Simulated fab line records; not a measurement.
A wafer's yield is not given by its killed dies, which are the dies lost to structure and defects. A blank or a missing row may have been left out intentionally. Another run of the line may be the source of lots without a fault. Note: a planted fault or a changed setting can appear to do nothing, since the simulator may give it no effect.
Problem report, 8D (eight disciplines) form, completed by code    flow sky130    the parts of the form that need people (team, actions taken, sign-off) are left out

1. THE ISSUE
At SKY_CONTACT_CD_MEAS_14, cd-nm averages 61.9 nm over 2 wafers from 2 lots, while fault-free wafers read 170.3 nm, standard deviation 1.7. Measured from the usual mean, that is -64 standard deviations.
The step: target cd 170 nm.
Earliest sighting: wafer L872.6 on cd-sem-01 at day 36 07:26. The record has a number at this step for 38 wafers belonging to 13 lots. By rule, "out" or "out of limits" means more than 4 standard deviations away from the usual mean. The rest of the wafers with a number are treated as sound.

2. WHAT IT IS AND WHAT IT IS NOT
question                     is                    is not
which readings at this step  cd-nm                 -
which lots                   L872, L873            L858, L861, L862, L864, L865, L868, L869, L870, L871, L874, L881
which wafers of those lots   L872.6, L873.6        L872.2, L872.3, L873.5
read on which gauges         cd-sem-01, cd-sem-02  -
when                         from day 36 07:26     up to then (29 sound wafers); but 7 sound wafers of L873, L874, L881 came after

3. THE SUSPECTS, EACH WITH WHAT RULES IT OUT
Counting: if a tool at a process step up to the reading ran every lot that is out, it stays a suspect. Sound lots after the first of them don't rule it out here, since some wafers of a struck lot are sound.
- ruled out: the gauge at SKY_CONTACT_CD_MEAS_14. 2 gauges (cd-sem-01, cd-sem-02) read the wafers that are out.
- krf-scanner-02 at SKY_CONTACT_EXPOSE_11 (exposes mask CTM1, target cd 170 nm): kept. Ran every lot that is out, first one L872 (day 35 18:15); last sound lot up to then L871 (day 35 13:54).
Remaining after the count: krf-scanner-02 at SKY_CONTACT_EXPOSE_11.

4. THE CAUSE (what the simulator had put in)
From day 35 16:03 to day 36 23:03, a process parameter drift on krf-scanner-02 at SKY_CONTACT_EXPOSE_11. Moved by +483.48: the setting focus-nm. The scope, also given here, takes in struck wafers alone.
Only this tool survived the counting.

5. THE CHAIN OF EFFECTS, in route order
Rows list readings where the struck wafers' mean (over those with a number) sits beyond 3 standard deviations from the usual. Readings are gone through only where the record gives a usual standard deviation; hours: the median, over the lots, of the time from a lot's start at the first step in this table giving one to that lot's start at this step; sigmas: the change measured in usual standard deviations.
hours  step                    reading             usual     on struck wafers  change  sigmas
0      SKY_CONTACT_CD_MEAS_14  cd-nm               170.3 nm  61.9              -108.4  -64
312    SKY_PAD_OPEN_PROBE_99   killed-at-contacts  23        432               +409    +85
312    SKY_PAD_OPEN_PROBE_99   killed-dies         85        492               +407    +41
312    SKY_PAD_OPEN_PROBE_99   killed-on-rim       17        96                +79     +21
Here are the process steps it includes:
- SKY_PAD_OPEN_PROBE_99

6. WHAT WOULD HAVE CAUGHT IT SOONER
In this record the first reading out of limits at a measuring or inspecting step was taken at day 36 07:26, 15 hours after the fault began at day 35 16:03.
All the lots that are out (2) had begun SKY_CONTACT_EXPOSE_11 on krf-scanner-02 by day 36 07:26. A hold on the tool at that time would have spared none of them.
